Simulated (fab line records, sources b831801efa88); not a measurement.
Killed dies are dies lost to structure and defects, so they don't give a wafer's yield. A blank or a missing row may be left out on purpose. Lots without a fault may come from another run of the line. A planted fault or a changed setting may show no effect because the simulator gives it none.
Which tool did it? | flow gf180mcu | 13 lots, 39 wafers sampled, at 2 steps of a route of 602

WHAT THE GAUGES READ, wafer by wafer
GF_STI_CD_MEAS_12: target cd 220 nm.
lot  | measured    | on        | cd_nm (nm)
L687 | day 2 01:28 | cd_sem-02 | 220.4 219.9 219.9
L690 | day 3 01:10 | cd_sem-01 | 219.4 220.2 220.1
L691 | day 3 01:31 | cd_sem-01 | 220.4 219.7 219.3
L692 | day 3 04:26 | cd_sem-01 | 222.7 221.1 222.1
L693 | day 3 07:32 | cd_sem-02 | 220.5 219.3 220.4
L694 | day 3 13:19 | cd_sem-02 | 222.6 221.6 221.5
L695 | day 3 20:23 | cd_sem-02 | 219.9 219.1 219.3
L696 | day 3 23:53 | cd_sem-01 | 219.0 219.4 218.7
L704 | day 5 16:56 | cd_sem-02 | 234.5 233.8 234.9 234.5 233.8 234.7
L705 | day 5 21:54 | cd_sem-01 | 218.9 220.2 219.1
L708 | day 6 14:47 | cd_sem-02 | 220.0 220.4 222.0
L709 | day 6 20:52 | cd_sem-01 | 219.9 217.8 219.8
L710 | day 7 00:37 | cd_sem-02 | 221.6 221.9 222.0

WHICH TOOL RAN EACH LOT (tool, then ch and the chambers of the sampled wafers, then the start)
lot  | GF_STI_EXPOSE_09
L687 | krf_scanner-01 ch 0, day 1 19:55
L690 | krf_scanner-02 ch 0, day 2 19:31
L691 | krf_scanner-01 ch 0, day 2 19:56
L692 | krf_scanner-02 ch 0, day 2 22:13
L693 | krf_scanner-02 ch 0, day 3 01:35
L694 | krf_scanner-01 ch 0, day 3 07:25
L695 | krf_scanner-02 ch 0, day 3 13:28
L696 | krf_scanner-01 ch 0, day 3 17:13
L704 | krf_scanner-01 ch 0, day 5 10:04
L705 | krf_scanner-01 ch 0, day 5 15:14
L708 | krf_scanner-02 ch 0, day 6 07:20
L709 | krf_scanner-01 ch 0, day 6 13:26
L710 | krf_scanner-01 ch 0, day 6 17:13
- GF_STI_EXPOSE_09: exposes mask COMP, target cd 220 nm.

WHAT THE TOOLS THEMSELVES READ (means of the sampled wafers that have a number; where no wafer has one, the mark that the record gives instead)
The record holds no such reading with a usual standard deviation.

THE ANSWER, worked out from the rows above alone
Rule: what is usual is taken from the lots themselves. Put in order of their means at a reading, lots are off if they are a third of the lots or fewer, leave a main group of 4 or more, and stand apart from it by a gap of 3 or more times the standard deviation of the main group's means; of several such gaps the widest counts. A main group whose means are all the same, to the digits that the tables above print for the reading, isn't used. A lot without any number at a reading at which 4 lots or more have one is off too. The other lots that the step has rows for count as sound. The gauges are gone through in route order, then the tools' own readings, and for those a lot's mean is taken as printed above. The first step at which some lot is off is used, and at that step the reading that is off furthest; a lot without a number counts as furthest.
Off: L704, at GF_STI_CD_MEAS_12 (cd_nm). The main group: mean 220.3 nm, standard deviation 1.
A tool fits if, at a process step before that reading, it ran every lot that is off, and no sound lot after the first of them. The gauges at GF_STI_CD_MEAS_12 are tried like those tools. None of those tried fits.

WHAT THE SIMULATOR HAD PUT IN
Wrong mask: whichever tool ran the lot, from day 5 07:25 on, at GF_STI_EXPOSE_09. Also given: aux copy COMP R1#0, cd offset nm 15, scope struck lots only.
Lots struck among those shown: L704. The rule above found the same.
